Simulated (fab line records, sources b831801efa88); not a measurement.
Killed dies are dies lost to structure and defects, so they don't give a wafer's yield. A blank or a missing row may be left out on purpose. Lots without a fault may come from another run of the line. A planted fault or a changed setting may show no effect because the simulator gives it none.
A struck lot beside a sound one | flow sky130 | 18 steps out of a route of 708
Sound: wafers L478.2, L478.3, L478.4. Struck: wafers L494.2, L494.6. The cause comes at the end.
At each step with rows: each side's tool, then ch and its chambers, then its first start. Under that, the readings that differ: sound wafers | struck wafers | difference of the means | sigmas: that difference in standard deviations of wafers without a fault.
alike: readings whose means differ by less than 2 such deviations, and words and numbers that are the same on both sides. not compared: withheld readings, readings that some wafer has no value for, bounds like >300 that may hide the same value, and numbers for which the record gives no deviation and whose values overlap.
The two part at a step that has a row with sigmas, a row that says differs or no value, or rows on one side only. Numbers that don't overlap but have no deviation are shown without sigmas and don't part them. A reading that every wafer of one side lacks parts them only if that side has two wafers or more.

first, 6 steps without rows for these wafers: SKY_LDD_N_IMPLANT_10; SKY_LDD_N_IMPLANT_11; SKY_LDD_N_IMPLANT_12; SKY_LDD_N_IMPLANT_13; SKY_LDD_N_IMPLANT_14; SKY_LDD_N_IMPLANT_15.
SKY_LDD_N_STRIP_16: strips in O2/N2.
  sound on plasma_asher-01 ch 0,1, day 17 18:16; struck on plasma_asher-01 ch 1, day 23 19:31
  alike: drypump_motor_current_A, oes_product_au, strip_time_to_endpoint_s
  not compared: rf_hours_counter_h
SKY_LDD_N_TW_MEAS_17:
  sound on film_metro-01, day 17 18:22; struck on film_metro-02, day 23 19:37
  alike: LDD_N_TW
then, 4 steps without rows for these wafers: SKY_LDD_P_DEHYDRATE_00 (time 60 s); SKY_LDD_P_HMDS_01 (prime time 60 s); SKY_LDD_P_COAT_02 (resist thk 1140 nm); SKY_LDD_P_SOFTBAKE_03 (time 60 s).
SKY_LDD_P_EXPOSE_04: exposes mask PSDM, target cd 380 nm.
  sound on iline_stepper-02 ch 0, day 18 09:21; struck on iline_stepper-02 ch 0, day 24 10:31
  alike: mask
then, 2 steps without rows for these wafers: SKY_LDD_P_PEB_05; SKY_LDD_P_DEVELOP_06 (develop time 60 s).
SKY_LDD_P_CD_MEAS_07: target cd 380 nm.
  sound on cd_sem-02, day 19 00:57; struck on cd_sem-02, day 25 01:07
  reading    | sound             | struck      | difference | sigmas
  cd_nm (nm) | 381.5 382.4 381.0 | 354.4 353.9 | -27.5      | -11
SKY_LDD_P_OVL_MEAS_08:
  sound on overlay-01, day 19 01:03; struck on overlay-02, day 25 01:13
  alike: LDD_P_OVL
-- the record jumps here: 24 days lie between the struck wafers' starts before and after (it left off in module LDD_P and takes up again in module PAD_OPEN, whose first step shown is number 708 of the route) --
SKY_PAD_OPEN_PROBE_99:
  the record has rows for the struck wafers here (prober-02, day 49 12:43) and none for the sound ones

WHERE THEY PART
First at SKY_LDD_P_CD_MEAS_07; last, within this record, at SKY_PAD_OPEN_PROBE_99.

WHY: what the simulator had put in
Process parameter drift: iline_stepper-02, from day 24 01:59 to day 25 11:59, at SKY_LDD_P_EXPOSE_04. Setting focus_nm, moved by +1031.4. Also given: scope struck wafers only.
